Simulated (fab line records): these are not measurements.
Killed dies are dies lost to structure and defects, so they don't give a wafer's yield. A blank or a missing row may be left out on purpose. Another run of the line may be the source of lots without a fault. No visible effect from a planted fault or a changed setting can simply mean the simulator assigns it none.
Which tool did it? | flow sky130 | 14 lots with 39 wafers sampled at 2 steps, on a route of 708 steps

== WHAT THE GAUGES READ, wafer by wafer ==
SKY_CONTACT_OVL_MEAS_15.
lot  | measured     | on         | CONTACT_OVL (nm)
L553 | day 32 12:13 | overlay-02 | -1 -5 0
L555 | day 32 16:15 | overlay-02 | 3 -3 -5
L554 | day 32 18:04 | overlay-01 | -6 -6 -1
L557 | day 32 23:30 | overlay-02 | -7 -1 3
L556 | day 33 03:37 | overlay-01 | 2 4 7
L558 | day 34 06:43 | overlay-01 | -8 -6 -3
L560 | day 34 12:52 | overlay-01 | -5 2 -5
L559 | day 34 13:13 | overlay-01 | -5 -3 2
L561 | day 34 22:37 | overlay-02 | 7 8 -6
L562 | day 35 10:49 | overlay-02 | -15 5 1
L568 | day 36 17:33 | overlay-02 | -2 0
L567 | day 36 22:44 | overlay-01 | -4 -18
L569 | day 37 05:29 | overlay-02 | -3 2
L572 | day 37 23:59 | overlay-02 | -2 -6 -1

== WHICH TOOL RAN EACH LOT (tool, then ch and the chambers of the sampled wafers, then the start) ==
lot  | SKY_LOCAL_INTERCONNECT_STRIP_15
L553 | plasmaAsher-02 ch 0,1, day 31 07:33
L555 | plasmaAsher-04 ch 0,1, day 31 11:43
L554 | plasmaAsher-03 ch 0,1, day 31 13:03
L557 | plasmaAsher-04 ch 0,1, day 31 18:35
L556 | plasmaAsher-02 ch 0,1, day 31 21:59
L558 | plasmaAsher-04 ch 0,1, day 33 02:44
L560 | plasmaAsher-03 ch 0,1, day 33 08:59
L559 | plasmaAsher-02 ch 0,1, day 33 09:06
L561 | plasmaAsher-04 ch 0,1, day 33 19:26
L562 | plasmaAsher-02 ch 0,1, day 34 07:21
L568 | plasmaAsher-04 ch 0,1, day 35 13:54
L567 | plasmaAsher-02 ch 0,1, day 35 19:32
L569 | plasmaAsher-03 ch 0,1, day 36 03:06
L572 | plasmaAsher-02 ch 1, day 36 21:29
- SKY_LOCAL_INTERCONNECT_STRIP_15: strips in O2/N2.

== AS READ BY THE TOOLS THEMSELVES (means over the sampled wafers that have a number; for cases with no such wafer, the mark the record gives instead) ==
SKY_LOCAL_INTERCONNECT_STRIP_15.
lot  | tool           | drypumpMotorCurrentA (A) | oesProductAu (a.u.) | stripTimeToEndpointS (s)
L553 | plasmaAsher-02 | 5.79                     | 0.427               | 4.706
L555 | plasmaAsher-04 | 5.93                     | 0.430               | 4.735
L554 | plasmaAsher-03 | 5.82                     | 0.422               | 4.740
L557 | plasmaAsher-04 | 5.98                     | 0.427               | 4.703
L556 | plasmaAsher-02 | 5.78                     | 0.426               | 4.713
L558 | plasmaAsher-04 | 5.95                     | 0.427               | 4.724
L560 | plasmaAsher-03 | 5.55                     | 0.423               | 4.734
L559 | plasmaAsher-02 | 5.81                     | 0.424               | 4.702
L561 | plasmaAsher-04 | 5.96                     | 0.429               | 4.715
L562 | plasmaAsher-02 | 5.81                     | 0.427               | 4.717
L568 | plasmaAsher-04 | 5.86                     | 0.424               | 4.673
L567 | plasmaAsher-02 | 5.79                     | 0.426               | 4.716
L569 | plasmaAsher-03 | 5.70                     | 0.424               | 4.734
L572 | plasmaAsher-02 | 5.74                     | 0.430               | 4.723

== THE ANSWER, worked out from the rows above alone ==
Rule: usual is defined by the lots themselves. The widest of any qualifying gaps counts: lots, ordered by their means at a reading, are off when they make up no more than a third of the lots, leave a main group of 4 or more, and stand apart from it by 3 or more times the standard deviation of that group's means. The tables above print the reading to a certain number of digits; a main group whose means all agree to those digits is not used. Also off: a lot with no number at a reading for which 4 or more lots have one. The other lots that the step has rows for count as sound. The gauges are gone through in route order, then the tools' own readings, and for those a lot's mean is taken as printed above. The first step at which some lot is off is used, and at that step the reading that is off furthest; a lot without a number counts as furthest.
No lot is off at any reading shown: from this, nothing can be told.

== WHAT THE SIMULATOR HAD INSERTED ==
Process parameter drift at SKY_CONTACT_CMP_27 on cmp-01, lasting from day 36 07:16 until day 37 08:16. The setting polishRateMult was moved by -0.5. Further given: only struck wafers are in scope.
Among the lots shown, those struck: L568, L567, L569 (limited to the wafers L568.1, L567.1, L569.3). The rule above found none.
